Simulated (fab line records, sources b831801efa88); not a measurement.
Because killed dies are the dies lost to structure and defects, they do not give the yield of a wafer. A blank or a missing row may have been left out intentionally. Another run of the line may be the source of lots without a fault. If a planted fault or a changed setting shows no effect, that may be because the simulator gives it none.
fab line records	flow sky130
record lots=14	wafers=42	lastDay=50
route steps=708 shown VIA3@573
lots with no fault: from the same line, run without faults
startH: start of the lot's first displayed wafer, in hours after the record's first day	waitH: time in hours since the lot's previous step	" same as the row above	L1.1+2: several wafers, shown together as one row	- value missing, or start not given	* or withheld: withheld	< > ~ a bound
route shown NAME@n: NAME is a module with steps in the file, n the number in the route of the first one	usual: mean/standard deviation of fault-free wafers	same: alike in all rows	chamber/n: place in a boat	sites: each site's reading	_std_site: the values' standard deviation	_edge_site: outer sites' mean less inner sites'	radiusMm: for every site, how far away it sits from the centre of the wafer	mask NAME#n: copy n	behind: the tool/chamber that last shaped the wafer	hold: the reason the lot was held/the length of the hold in hours/how it ended	device: transistor that didn't switch, given as n, p or np	end of line: the tests these same wafers got at the end of their route	a step without rows: its recipe alone	killed: dies that structure and defects cost at the first sort, which is not the same as the wafer's yield	map: the dies of a wafer, with x for killed, . for not killed, _ for no die there
set.NAME: the setting as run; set.NAME@STEP: as run at that earlier step	model.NAME: the simulator's own value behind a step, which no gauge read
steps of the route over a sample of lots; a table a step, a row a wafer
services: from which hour (startH, from the record's first day; less than 0 if before it) a tool's chamber was out of use, for how many hours, and why
## steps
# step SKY_VIA3_HDPCVD_00
# recipe material=SiO2	targetThkNm=1635	sigmaOpenFrac=0.3	timeS=272.5	tempC=400	sih4FlowSccm=60	pressureMtorr=6
lot.wafer	tool	chamber	startH	waitH
L873.1+2+6	hdpcvd-02	1,2,0	890.13	0.0
L874.2+3+6	hdpcvd-01	1,0,1	901.52	0.0
L875.1+5+6	hdpcvd-01	2,2,0	913.72	0.0
L876.1+3+5	hdpcvd-01	0,2,2	915.53	0.0
L881.1+2+3	hdpcvd-02	1,2,0	974.27	0.0
L883.1+2+5	hdpcvd-01	2,1,1	975.20	0.0
L882.1+2+3	hdpcvd-02	1,2,0	976.16	0.0
L889.2+3+5	hdpcvd-01	2,1,1	1012.08	0.0
L891.2+3+5	hdpcvd-01	1,2,0	1050.00	0.0
L893.1+2+6	hdpcvd-01	0,1,1	1053.83	0.0
L894.3+4+6	hdpcvd-01	1,1,0	1055.74	0.0
L895.2+4+5	hdpcvd-02	2,0,1	1056.72	0.0
L892.1+2+4	hdpcvd-01	0,2,2	1056.76	0.0
L896.1+3+4	hdpcvd-01	0,2,0	1057.43	0.0
# step SKY_VIA3_THK_MEAS_01
# recipe reads=SiO2_of_VIA3_HDPCVD_00
# usual VIA3_HDPCVD_THK=1626/16
lot.wafer	tool	chamber	startH	waitH	hold	VIA3_HDPCVD_THK[nm]
L873.1	filmMetro-01	-	890.30	0.1	-	1610
L873.2	"	-	"	"	-	1640
L873.6	"	-	"	"	-	1619
L874.2	filmMetro-01	-	901.70	0.1	-	1631
L874.3	"	-	"	"	-	1650
L874.6	"	-	"	"	-	1636
L875.1	filmMetro-03	-	913.89	0.1	-	1631
L875.5	"	-	"	"	-	1630
L875.6	"	-	"	"	-	1642
L876.1	filmMetro-01	-	915.69	0.1	-	1641
L876.3	"	-	"	"	-	1619
L876.5	"	-	"	"	-	1620
L881.1	filmMetro-01	-	974.43	0.1	awaitDispo/0.2h/release	827
L881.2	"	-	"	"	awaitDispo/0.2h/release	1603
L881.3	"	-	"	"	awaitDispo/0.2h/release	1641
L881.1	filmMetro-01	-	974.66	0.2	-	828
L881.2	"	-	"	"	-	1604
L881.3	"	-	"	"	-	1643
L883.1	filmMetro-03	-	975.37	0.1	-	1630
L883.2	"	-	"	"	-	1632
L883.5	"	-	"	"	-	1639
L882.1	filmMetro-03	-	976.32	0.1	awaitDispo/0.2h/release	823
L882.2	"	-	"	"	awaitDispo/0.2h/release	1616
L882.3	"	-	"	"	awaitDispo/0.2h/release	1646
L882.1	filmMetro-03	-	976.55	0.2	-	823
L882.2	"	-	"	"	-	1617
L882.3	"	-	"	"	-	1645
L889.2	filmMetro-02	-	1012.26	0.1	-	1643
L889.3	"	-	"	"	-	1629
L889.5	"	-	"	"	-	1624
L891.2	filmMetro-01	-	1050.18	0.1	-	1635
L891.3	"	-	"	"	-	1648
L891.5	"	-	"	"	-	1631
L893.1	filmMetro-03	-	1054.00	0.1	-	1629
L893.2	"	-	"	"	-	1634
L893.6	"	-	"	"	-	1632
L894.3	filmMetro-01	-	1055.93	0.1	-	1620
L894.4	"	-	"	"	-	1629
L894.6	"	-	"	"	-	1613
L895.2	filmMetro-03	-	1056.90	0.1	-	1630
L895.4	"	-	"	"	-	1637
L895.5	"	-	"	"	-	1616
L892.1	filmMetro-02	-	1056.93	0.1	-	1613
L892.2	"	-	"	"	-	1627
L892.4	"	-	"	"	-	1617
L896.1	filmMetro-03	-	1057.60	0.1	-	1626
L896.3	"	-	"	"	-	1626
L896.4	"	-	"	"	-	1609
## services
tool	chamber	startH	hours	kind
hdpcvd-02	-	948.10	1.0	repair
hdpcvd-02	-	950.25	15.0	pm
hdpcvd-02	0	950.25	15.0	ventCycle
hdpcvd-02	1	950.25	15.0	ventCycle
hdpcvd-02	2	950.25	15.0	ventCycle
hdpcvd-02	0	950.77	3.4	repair
hdpcvd-02	0	965.25	-	clean
hdpcvd-02	1	965.25	-	clean
hdpcvd-02	2	965.25	-	clean
hdpcvd-01	-	1019.64	4.3	pm
hdpcvd-02	-	1041.29	0.8	pm
## key
firstSign step=SKY_VIA3_THK_MEAS_01	reading=visit	direction=added
effect step=SKY_VIA3_THK_MEAS_01	reading=VIA3_HDPCVD_THK	direction=down	sigmas=49	usual=1626	struck=825
metAt SKY_VIA3_HDPCVD_00
struckLots L881,L882
struckWafers L881.1,L882.1
sortLeftOut L881.1,L882.1
onsetBetween 890.13 974.27
fault kind=processParameterDrift	tool=hdpcvd-02	chamber=1	onsetH=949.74	steps=SKY_VIA3_HDPCVD_00	channel=targetThkNm	offset=-800.24	shape=step	endH=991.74	actsIn=theseRecipesOnly	stated=1635
# sortLeftOut: the simulated sort isn't trusted on such a fault, so these wafers' sort isn't shown, and their yield isn't known
